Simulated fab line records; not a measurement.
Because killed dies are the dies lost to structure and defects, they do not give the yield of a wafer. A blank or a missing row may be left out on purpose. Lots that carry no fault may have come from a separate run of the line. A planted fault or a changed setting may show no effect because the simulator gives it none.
fab line records	flow sky130
[record] lots = 6	wafers = 18	last_day = 50
route steps=708 shown FIELD_ISO@3 PAD_OPEN@708
lots untouched by any fault: they come from a run of this same line in which no faults occurred
start_h: hours from the record's opening day to when the first of the lot's shown wafers began	wait_h: hours from the lot's prior step to this one	" as in the row above	L1.1+2: a single row standing in for several wafers	- no value, or no start was given	* or withheld: withheld	< > ~ a bound
route shown NAME@n: names a module that has steps shown in the file, with the first one's number in the route	usual: mean and standard deviation over wafers with no fault	same: alike in all rows	chamber/n: place in a boat	sites: readings site by site	_std_site: standard deviation across them	_edge_site: inner sites' mean taken away from outer sites' mean	radius_mm: how far each site lies from the wafer's centre	mask NAME#n: copy n	behind: the tool/chamber that last shaped the wafer	hold: why the lot was held/for how many hours/how that ended	device: which transistor (n, p or np) failed to switch	end of line: the route-end tests of the same wafers	a step without rows: its recipe alone	killed: the dies lost at the first sort to structure and to defects; this is not the yield of the wafer	map: the dies of a wafer, with x for killed, . for not killed, _ for no die there
set.NAME: the setting that was run; set.NAME@STEP: the one run at that earlier step	model.NAME: the simulator's own value behind a step, which no gauge read
lots seen at some steps along the route; tables by step, rows by wafer
services: the hour from which a tool's chamber was out of use, counted from the record's first day as start_h (under 0 if before that day), plus the number of hours and why
[[steps]]
[step SKY_FIELD_ISO_THK_MEAS_02]
[recipe] reads = SiO2_of_FIELD_ISO_OXIDATION_01
[usual] FIELD_ISO_OXIDATION_00_THK = 11.90/0.23
lot.wafer	tool	chamber	start_h	wait_h	FIELD_ISO_OXIDATION_00_THK[nm]
L280.2	film_metro-03	-	18.08	0.0	11.79
L280.3	"	-	"	"	11.72
L280.4	"	-	"	"	11.68
L282.1	film_metro-03	-	27.63	0.0	11.85
L282.2	"	-	"	"	11.72
L282.4	"	-	"	"	11.61
L293.1	film_metro-02	-	81.68	0.0	12.08
L293.2	"	-	"	"	12.07
L293.3	"	-	"	"	11.91
L294.2	film_metro-03	-	86.64	0.0	11.88
L294.5	"	-	"	"	11.86
L294.6	"	-	"	"	11.84
L295.3	film_metro-03	-	91.95	0.0	11.88
L295.4	"	-	"	"	12.06
L295.6	"	-	"	"	12.08
L299.1	film_metro-03	-	113.67	0.0	12.09
L299.3	"	-	"	"	12.07
L299.5	"	-	"	"	12.20
[step SKY_FIELD_ISO_CVD_03]
[recipe] material = Si3N4	precursor = DCS/NH3	target_thk_nm = 165	temp_c = 770	time_s = 2830	pressure_mtorr = 245.8
[step SKY_FIELD_ISO_THK_MEAS_04]
[recipe] reads = Si3N4_of_FIELD_ISO_CVD_03
[usual] FIELD_ISO_CVD_03_THK = 164.4/1.8
lot.wafer	tool	chamber	start_h	wait_h	FIELD_ISO_CVD_03_THK[nm]
L280.2	film_metro-01	-	30.17	0.0	162.2
L280.3	"	-	"	"	163.3
L280.4	"	-	"	"	162.4
L282.1	film_metro-03	-	30.22	0.1	164.3
L282.2	"	-	"	"	162.6
L282.4	"	-	"	"	163.0
L293.1	film_metro-02	-	83.53	0.0	163.0
L293.2	"	-	"	"	162.6
L293.3	"	-	"	"	164.6
L294.2	film_metro-01	-	88.74	0.0	163.5
L294.5	"	-	"	"	163.0
L294.6	"	-	"	"	164.3
L295.3	film_metro-02	-	94.80	0.0	164.7
L295.4	"	-	"	"	166.0
L295.6	"	-	"	"	164.8
L299.1	film_metro-01	-	115.51	0.0	166.7
L299.3	"	-	"	"	166.6
L299.5	"	-	"	"	166.0
[step SKY_FIELD_ISO_DEHYDRATE_05]
[recipe] temp_c = 200	time_s = 60
[step SKY_FIELD_ISO_HMDS_06]
[recipe] prime_time_s = 60	prime_temp_c = 120
[step SKY_FIELD_ISO_COAT_07]
[recipe] resist = BARC	temp_c = withheld	time_s = withheld	spin_rpm = 3000	resist_thk_nm = 60
[step SKY_FIELD_ISO_COAT_08]
[recipe] resist = KrF-thick	spin_rpm = 3000	resist_thk_nm = 450
[step SKY_FIELD_ISO_SOFTBAKE_09]
[recipe] temp_c = 100	time_s = 90	resist = KrF-thick
[step SKY_FIELD_ISO_EXPOSE_10]
[recipe] mask_id = FOM	na = 0.68	source_shape = annular	sigma_inner = 0.4	sigma_outer = 0.8	target_cd_nm = 150	dose_mj = 28
[step SKY_FIELD_ISO_PEB_11]
[recipe] peb_temp_c = withheld	peb_time_s = withheld	resist = KrF-thick
[step SKY_FIELD_ISO_DEVELOP_12]
[recipe] develop_time_s = 60	resist = KrF-thick	dev_temp_c = 21
[step SKY_FIELD_ISO_CD_MEAS_13]
[recipe] target_cd_nm = 150
[usual] cd_nm = 150.5/1.8
lot.wafer	tool	chamber	start_h	wait_h	cd_nm
L280.2	cd_sem-01	-	44.97	-	146.9
L280.3	"	-	"	"	147.4
L280.4	"	-	"	"	147.5
L282.1	cd_sem-01	-	45.63	-	151.4
L282.2	"	-	"	"	150.6
L282.4	"	-	"	"	152.2
L293.1	cd_sem-01	-	100.48	-	150.2
L293.2	"	-	"	"	149.5
L293.3	"	-	"	"	149.0
L294.2	cd_sem-01	-	106.53	-	148.7
L294.5	"	-	"	"	150.2
L294.6	"	-	"	"	148.5
L295.3	cd_sem-01	-	112.66	-	148.6
L295.4	"	-	"	"	148.7
L295.6	"	-	"	"	148.8
L299.1	cd_sem-01	-	133.95	-	150.7
L299.3	"	-	"	"	150.2
L299.5	"	-	"	"	150.6
[step SKY_FIELD_ISO_ETCH_14]
[recipe] chemistry = N2/H2	target = BARC	ion_energy_ev = 200	source_w = 500	bias_w = 100	pressure_mtorr = 30	n2_flow_sccm = 100	h2_flow_sccm = 200	stop_on = SiO2	time_s = 45.9	target_depth_a = 600
[usual] bias_w = 100.0/0.31	drypump_motor_current_A = 5.8/0.46	oes_product_au = 0.855/0.0045	run_length_s = 74.3/0.42	throttle_valve_pct = 13.226/0.009
lot.wafer	tool	chamber	start_h	wait_h	bias_w	drypump_motor_current_A	oes_product_au	rf_hours_counter_h	run_length_s	throttle_valve_pct	model.KrF-thick_of_FIELD_ISO_COAT_08.thk_nm	model.FIELD_ISO.cd_nm
L280.2	rie_diel-01	1	45.07	0.1	100.8	5.6	0.859	77	74.4	13.220	391.7	146.7
L280.3	"	0	"	"	99.9	6.2	0.861	9	75.6	13.202	394.1	147.4
L280.4	"	1	"	"	100.6	5.7	0.853	-	74.4	13.231	391.5	147.2
L282.1	rie_diel-04	3	45.75	0.1	100.0	6.3	0.853	6	74.7	13.222	392.9	150.7
L282.2	"	2	"	"	99.9	5.6	0.847	42	73.9	13.227	394.3	150.4
L282.4	"	0	"	"	99.8	5.1	0.854	157	73.7	13.244	391.4	150.6
L293.1	rie_diel-04	3	100.60	0.1	100.5	6.3	0.850	7	74.4	13.240	392.9	149.5
L293.2	"	0	"	"	100.0	5.1	0.852	159	73.7	13.236	392.6	148.9
L293.3	"	2	"	"	99.7	5.6	0.643	44	111.0	13.216	356.3	142.1
L294.2	rie_diel-04	2	106.63	0.1	99.7	5.6	0.637	44	110.7	13.205	357.3	141.8
L294.5	"	3	"	"	99.8	6.3	0.860	-	74.0	13.224	391.1	149.9
L294.6	"	2	"	"	99.6	5.6	0.638	-	110.8	13.211	356.7	141.3
L295.3	rie_diel-01	1	112.74	0.1	100.0	5.7	0.853	79	74.4	13.227	391.5	149
L295.4	"	0	"	"	100.1	6.2	0.852	12	75.3	13.217	393.9	148
L295.6	"	3	"	"	99.6	5.4	0.852	-	74.4	13.224	394	148.4
L299.1	rie_diel-01	0	134.07	0.1	100.0	6.2	0.852	12	75.0	13.215	394.8	149.8
L299.3	"	3	"	"	99.6	5.4	0.858	134	74.3	13.236	394.1	149.9
L299.5	"	2	"	"	99.9	5.0	0.851	-	74.3	13.234	393.8	151.3
[step SKY_FIELD_ISO_ETCH_15]
[recipe] chemistry = CHF3/O2	target_depth_nm = 180	stop_on = Si	source_w = 600	bias_w = 200	pressure_mtorr = 40	chf3_flow_sccm = 50	O2_flow_sccm = 5	time_s = 72
[usual] bias_w = 200.0/0.6	drypump_motor_current_A = 5.8/0.47	oes_product_au = 0.944/0.0076	run_length_s = 100.4/0.41	throttle_valve_pct = 8.843/0.0085
lot.wafer	tool	chamber	start_h	wait_h	bias_w	drypump_motor_current_A	oes_product_au	rf_hours_counter_h	run_length_s	throttle_valve_pct	model.KrF-thick_of_FIELD_ISO_COAT_08.thk_nm
L280.2	rie_diel-01	1	45.11	0.0	200.0	5.6	0.944	77	100.4	8.852	231
L280.3	"	0	"	"	199.1	6.2	0.939	9	101.3	8.841	243.2
L280.4	"	1	"	"	200.2	5.6	0.936	-	100.7	8.862	229.2
L282.1	rie_diel-04	3	45.79	0.0	200.3	6.3	0.944	6	100.2	8.840	229.9
L282.2	"	2	"	"	200.7	5.6	0.932	42	100.1	8.834	235
L282.4	"	0	"	"	200.4	5.1	0.939	157	100.1	8.836	234.3
L293.1	rie_diel-04	3	100.64	0.0	200.2	6.3	0.937	7	100.8	8.841	231.5
L293.2	"	0	"	"	199.8	5.0	0.945	159	100.3	8.839	233.3
L293.3	"	2	"	"	200.4	5.6	0.938	44	99.5	8.850	195.5
L294.2	rie_diel-04	2	106.67	0.0	199.0	5.6	0.938	44	99.6	8.844	198.2
L294.5	"	3	"	"	200.0	6.3	0.941	-	100.2	8.836	229.7
L294.6	"	2	"	"	199.2	5.6	0.942	-	99.9	8.849	195.7
L295.3	rie_diel-01	1	112.78	0.0	200.7	5.6	0.941	79	100.5	8.843	231.7
L295.4	"	0	"	"	200.2	6.2	0.947	12	100.8	8.846	242
L295.6	"	3	"	"	199.7	5.4	0.947	-	100.3	8.849	238.3
L299.1	rie_diel-01	0	134.11	0.0	199.4	6.2	0.948	12	101.3	8.826	239.8
L299.3	"	3	"	"	199.3	5.4	0.945	134	100.6	8.852	237
L299.5	"	2	"	"	201.1	5.0	0.956	-	100.7	8.854	235.5
[step SKY_FIELD_ISO_STRIP_16]
[recipe] chemistry = O2/N2	power_w = 1400	pressure_mtorr = 1500	platen_temp_c = withheld	o2_flow_sccm = 3000	n2_flow_sccm = 300	overash_fraction = 0.5
[usual] drypump_motor_current_A = 5.5/0.56	oes_product_au = 0.376/0.0055	strip_time_to_endpoint_s = 3.52/0.048
lot.wafer	tool	chamber	start_h	wait_h	drypump_motor_current_A	oes_product_au	rf_hours_counter_h	strip_time_to_endpoint_s
L280.2	plasma_asher-03	0	45.17	0.0	6.1	0.376	24	3.50
L280.3	"	0	"	"	6.1	0.380	-	3.63
L280.4	"	1	"	"	5.1	0.371	-	3.46
L282.1	plasma_asher-02	1	45.85	0.0	5.5	0.370	35	3.47
L282.2	"	0	"	"	4.9	0.378	35	3.54
L282.4	"	0	"	"	4.9	0.382	-	3.52
L293.1	plasma_asher-03	1	100.70	0.0	5.1	0.372	29	3.49
L293.2	"	0	"	"	6.1	0.371	29	3.50
L293.3	"	1	"	"	5.1	0.360	-	3.10
L294.2	plasma_asher-03	0	106.72	0.0	6.1	0.361	30	3.15
L294.5	"	1	"	"	5.1	0.370	-	3.47
L294.6	"	0	"	"	6.1	0.353	-	3.12
L295.3	plasma_asher-02	0	112.87	0.1	4.9	0.373	-	3.50
L295.4	"	1	"	"	5.6	0.383	-	3.61
L295.6	"	1	"	"	5.5	0.385	-	3.57
L299.1	plasma_asher-02	0	134.17	0.0	4.9	0.383	44	3.59
L299.3	"	1	"	"	5.5	0.370	-	3.55
L299.5	"	1	"	"	5.5	0.374	-	3.53
[step SKY_FIELD_ISO_ETCH_17]
[recipe] target_depth_a = 3420	mask_material = Si3N4	chemistry = HBr/Cl2/O2	target = Si	taper_deg = 5	icp_w = 600	bias_w = 150	pressure_mtorr = 15	HBr_flow_sccm = 150	Cl2_flow_sccm = 40	O2_flow_sccm = 6	time_s = 101.3
[usual] drypump_motor_current_A = 5.8/0.33	oes_product_au = 1.000/0.018	run_length_s = 131.29/0	throttle_valve_pct = 25.657/0.014
lot.wafer	tool	chamber	start_h	wait_h	drypump_motor_current_A	oes_product_au	rf_hours_counter_h	run_length_s	throttle_valve_pct	model.FIELD_ISO.cd_nm
L280.2	rie_si-01	3	45.27	0.1	6.1	1.004	20	131.29	25.666	144.8
L280.3	"	2	"	"	5.7	0.996	35	131.29	25.654	146.5
L280.4	"	0	"	"	5.3	1.012	46	131.29	25.645	144.2
L282.1	rie_si-02	0	45.95	0.1	6.0	1.011	105	131.29	25.664	149.5
L282.2	"	3	"	"	5.5	1.004	67	131.29	25.655	152.6
L282.4	"	1	"	"	5.3	1.019	18	131.29	25.638	149.6
L293.1	rie_si-02	1	100.80	0.1	5.3	1.015	19	131.29	25.649	148.4
L293.2	"	0	"	"	6.0	1.002	105	131.29	25.662	149.2
L293.3	"	2	"	"	6.1	0.982	134	131.29	25.670	144.6
L294.2	rie_si-01	3	106.82	0.1	6.1	1.028	20	131.29	25.660	144.3
L294.5	"	3	"	"	6.1	1.022	-	131.29	25.644	149.2
L294.6	"	2	"	"	5.7	0.990	-	131.29	25.671	144.8
L295.3	rie_si-01	0	112.94	0.0	5.3	1.013	46	131.29	25.638	146.7
L295.4	"	1	"	"	6.1	0.975	114	131.29	25.672	146.6
L295.6	"	3	"	"	6.1	1.011	-	131.29	25.653	147.2
L299.1	rie_si-01	3	134.27	0.1	6.1	1.029	21	131.29	25.647	148.9
L299.3	"	0	"	"	5.4	1.008	46	131.29	25.639	149
L299.5	"	1	"	"	6.1	0.970	-	131.29	25.674	151.5
[step SKY_FIELD_ISO_WET_ETCH_18]
[recipe] chemistry = H3PO4	target_depth_nm = 25	temp_c = 160	target = Si3N4	time_s = 286
[step SKY_PAD_OPEN_PROBE_99]
[usual] killed_at_M0_to_M3 = 44/6.9	killed_at_M4_up = 3.3/2	killed_at_contacts = 25/5.4	killed_at_front_end = 16/4.6	killed_at_other = 0.2/0.51	killed_dies = 88/8.9	killed_open = 48/6.8	killed_short = 39/5.8
[same] gross_dies = 492	killed_at_back_side = 0
lot.wafer	tool	chamber	start_h	wait_h	killed_at_M0_to_M3	killed_at_M4_up	killed_at_contacts	killed_at_front_end	killed_at_other	killed_dies	killed_open	killed_short	model.etest.res_pdiff.line_ohm_um	model.etest.res_ndiff.line_ohm_um	model.etest.res_ndiff.width_nm	model.etest.res_pdiff.width_nm
L280.2	prober-01	-	1094.51	0.1	51	4	25	12	0	92	53	39	1405	777.4	151.9	138.7
L280.3	prober-01	-	1094.56	0.2	34	5	25	18	0	82	36	45	1379	789.1	153.2	140.7
L280.4	prober-01	-	1094.61	0.2	44	5	27	12	1	89	50	39	1424	785.4	150.8	138.7
L282.1	prober-01	-	1095.96	0.1	39	4	27	19	1	90	43	47	1335	768.5	156.2	143.3
L282.2	prober-01	-	1096.01	0.1	42	5	23	15	0	85	41	44	1317	756	159.9	146.6
L282.4	prober-01	-	1096.11	0.2	43	1	28	16	0	88	42	46	1345	765.3	156.1	144.5
L293.1	prober-02	-	1159.38	0.1	62	6	18	16	0	102	58	44	1359	755.9	154.9	141.7
L293.2	prober-02	-	1159.43	0.1	49	2	21	15	0	87	50	36	1356	754.8	156	143.7
L293.3	prober-02	-	1159.48	0.2	54	6	15	15	1	91	43	46	1402	781.8	152.2	138.4
L294.2	prober-01	-	1163.44	0.1	41	3	30	23	0	97	57	40	1413	775.9	152	137.9
L294.5	prober-01	-	1163.59	0.2	42	5	25	13	0	85	50	35	1392	752.6	156.4	143.5
L294.6	prober-01	-	1163.64	0.2	54	4	24	14	0	96	45	51	1414	771.5	152.3	138.7
L295.3	prober-02	-	1169.50	0.2	40	6	29	15	0	90	47	43	1351	789.3	153.5	140.7
L295.4	prober-02	-	1169.55	0.2	41	3	21	9	0	74	38	36	1411	789.3	153.4	139.9
L295.6	prober-02	-	1169.65	0.2	40	2	17	17	0	76	38	38	1384	785.2	153.6	141.1
L299.1	prober-01	-	1196.78	0.1	40	5	22	14	1	82	45	36	1371	773.2	155.4	142.4
L299.3	prober-01	-	1196.88	0.2	37	5	31	11	0	84	52	32	1357	783.2	156.5	142.7
L299.5	prober-01	-	1196.98	0.2	48	9	14	9	0	80	46	34	1345	764.9	158.3	145.9
// killed by level:class
L280.2 CONTACT:geometric_particle:open=15 VIA1:geometric_particle:open=11 VIA2:geometric_particle:open=9 METAL3:geometric_particle:short=7 VIA1:geometric_particle:short=5 LI_CONTACT:geometric_particle:open=4 METAL1:geometric_particle:short=4 VIA2:geometric_particle:short=4
L280.3 VIA1:geometric_particle:open=11 POLY_GATE:geometric_particle:short=10 CONTACT:geometric_particle:short=8 METAL1:geometric_particle:short=5 LOCAL_INTERCONNECT:geometric_particle:open=4 CONTACT:geometric_particle:open=4 VIA1:geometric_particle:short=4 FIELD_ISO:geometric_particle:short=3
L280.4 VIA1:geometric_particle:open=13 CONTACT:geometric_particle:open=10 LI_CONTACT:geometric_particle:open=8 VIA1:geometric_particle:short=8 VIA2:geometric_particle:open=6 METAL1:geometric_particle:short=4 VIA2:geometric_particle:short=4 VIA3:geometric_particle:open=4
L282.1 LOCAL_INTERCONNECT:geometric_particle:short=8 CONTACT:geometric_particle:short=8 METAL2:geometric_particle:short=8 FIELD_ISO:geometric_particle:open=6 LI_CONTACT:geometric_particle:open=6 VIA2:geometric_particle:open=5 POLY_GATE:geometric_particle:open=4 POLY_GATE:geometric_particle:short=4
L282.2 METAL2:geometric_particle:short=10 FIELD_ISO:geometric_particle:open=7 LI_CONTACT:geometric_particle:open=7 CONTACT:geometric_particle:short=6 VIA1:geometric_particle:open=6 VIA3:geometric_particle:short=6 CONTACT:geometric_particle:open=5 METAL1:geometric_particle:short=4
L282.4 LI_CONTACT:geometric_particle:open=9 VIA2:geometric_particle:open=9 VIA1:geometric_particle:short=8 CONTACT:geometric_particle:open=8 VIA1:geometric_particle:open=7 POLY_GATE:geometric_particle:short=6 METAL2:geometric_particle:short=6 METAL3:geometric_particle:short=6
L293.1 VIA1:geometric_particle:open=18 VIA3:geometric_particle:open=12 VIA2:geometric_particle:open=8 METAL1:geometric_particle:short=8 VIA3:geometric_particle:short=6 METAL4:geometric_particle:short=5 FIELD_ISO:geometric_particle:open=4 LI_CONTACT:geometric_particle:open=4
L293.2 VIA1:geometric_particle:open=18 VIA3:geometric_particle:open=8 POLY_GATE:geometric_particle:short=7 CONTACT:geometric_particle:open=7 VIA2:geometric_particle:open=6 CONTACT:geometric_particle:short=4 METAL1:geometric_particle:short=4 VIA1:geometric_particle:short=4
L293.3 VIA2:geometric_particle:open=9 VIA3:geometric_particle:open=8 VIA1:geometric_particle:short=7 METAL2:geometric_particle:short=7 VIA1:geometric_particle:open=6 LI_CONTACT:geometric_particle:open=6 METAL4:geometric_particle:short=5 METAL1:geometric_particle:short=5
L294.2 VIA1:geometric_particle:open=14 CONTACT:geometric_particle:open=13 VIA3:geometric_particle:open=7 LI_CONTACT:geometric_particle:short=6 FIELD_ISO:geometric_particle:short=5 POLY_GATE:geometric_particle:open=5 LOCAL_INTERCONNECT:geometric_particle:short=5 FIELD_ISO:geometric_particle:open=4
L294.5 VIA1:geometric_particle:open=12 CONTACT:geometric_particle:open=10 LI_CONTACT:geometric_particle:open=7 VIA3:geometric_particle:open=7 VIA3:geometric_particle:short=6 FIELD_ISO:geometric_particle:short=5 METAL1:geometric_particle:short=5 FIELD_ISO:geometric_particle:open=4
L294.6 VIA1:geometric_particle:open=15 CONTACT:geometric_particle:short=8 METAL3:geometric_particle:short=7 VIA3:geometric_particle:open=6 LI_CONTACT:geometric_particle:open=6 VIA1:geometric_particle:short=6 VIA2:geometric_particle:short=6 VIA3:geometric_particle:short=6
L295.3 CONTACT:geometric_particle:open=10 CONTACT:geometric_particle:short=7 VIA1:geometric_particle:open=7 VIA2:geometric_particle:open=7 LI_CONTACT:geometric_particle:open=6 VIA1:geometric_particle:short=6 METAL4:geometric_particle:short=6 FIELD_ISO:geometric_particle:open=5
L295.4 VIA2:geometric_particle:open=9 VIA3:geometric_particle:open=8 CONTACT:geometric_particle:open=7 VIA1:geometric_particle:open=5 CONTACT:geometric_particle:short=5 VIA3:geometric_particle:short=5 LI_CONTACT:geometric_particle:open=4 METAL2:geometric_particle:short=4
L295.6 METAL1:geometric_particle:short=7 VIA1:geometric_particle:open=7 FIELD_ISO:geometric_particle:open=6 CONTACT:geometric_particle:open=6 VIA2:geometric_particle:open=6 LOCAL_INTERCONNECT:geometric_particle:short=4 VIA1:geometric_particle:short=4 VIA2:geometric_particle:short=4
L299.1 VIA1:geometric_particle:open=8 CONTACT:geometric_particle:open=7 LI_CONTACT:geometric_particle:open=6 VIA2:geometric_particle:open=6 VIA2:geometric_particle:short=5 VIA3:geometric_particle:open=5 VIA1:geometric_particle:short=5 FIELD_ISO:geometric_particle:short=4
L299.3 CONTACT:geometric_particle:open=12 VIA2:geometric_particle:open=9 LI_CONTACT:geometric_particle:open=8 VIA1:geometric_particle:open=7 VIA3:geometric_particle:open=6 LOCAL_INTERCONNECT:geometric_particle:short=5 METAL4:geometric_particle:short=5 LI_CONTACT:geometric_particle:short=4
L299.5 VIA2:geometric_particle:open=10 CONTACT:geometric_particle:open=9 VIA1:geometric_particle:open=9 VIA3:geometric_particle:open=7 METAL4:geometric_particle:short=7 FIELD_ISO:geometric_particle:short=5 METAL2:geometric_particle:short=5 METAL1:geometric_particle:short=4
[[services]]
tool	chamber	start_h	hours	kind
rie_si-02	1	22.53	4.5	repair
rie_diel-04	-	29.30	0.4	repair
rie_diel-01	2	43.32	-	clean
rie_diel-01	2	43.32	18.0	scheduled_down
rie_diel-01	2	43.32	18.0	vent_cycle
rie_diel-01	3	53.16	8.4	repair
plasma_asher-02	-	80.18	3.2	repair
rie_si-02	-	87.53	2.8	pm
rie_si-02	0	110.25	8.1	repair
plasma_asher-03	-	117.02	1.0	repair
rie_diel-04	0	131.47	-	clean
rie_diel-04	0	131.47	16.3	scheduled_down
rie_diel-04	0	131.47	16.3	vent_cycle
rie_diel-04	2	133.82	26.5	repair
[[key]]
[first_sign] step = SKY_FIELD_ISO_ETCH_14	reading = run_length_s	direction = up	sigmas = 86	usual = *	struck = *
[effect] step = SKY_FIELD_ISO_ETCH_14	reading = oes_product_au	direction = down	sigmas = 48	usual = 0.855	struck = 0.639
[effect] step = SKY_FIELD_ISO_STRIP_16	reading = strip_time_to_endpoint_s	direction = down	sigmas = 8.2	usual = *	struck = *
[model_effect] step = SKY_FIELD_ISO_ETCH_14	value = KrF-thick_of_FIELD_ISO_COAT_08.thk_nm	without = 392.4	struck = 356.8
[model_effect] step = SKY_FIELD_ISO_ETCH_15	value = KrF-thick_of_FIELD_ISO_COAT_08.thk_nm	without = 232.1	struck = 196.5
[model_effect] step = SKY_FIELD_ISO_ETCH_17	value = FIELD_ISO.cd_nm	without = 151.6	struck = 144.6
[model_effect] step = SKY_PAD_OPEN_PROBE_99	value = etest.res_pdiff.line_ohm_um	without = 1342	struck = 1410
met_at SKY_FIELD_ISO_ETCH_14
struck_wafers L293.3,L294.2,L294.6
tester_left_out L293,L294
onset_between 45.75 100.60
[fault] kind = process_parameter_drift	tool = rie_diel-04	chamber = 2	onset_h = 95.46	steps = SKY_FIELD_ISO_ETCH_14	channel = time_s	offset = *	shape = step	end_h = 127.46	acts_in = *	stated = *
// tester_left_out: of these lots the tester's yield and bins aren't shown, on N5 and GAA mostly nor the transistor test; their killed dies are dies lost to structure and defects alone, not to doping, threshold or leakage, so they don't give the yield
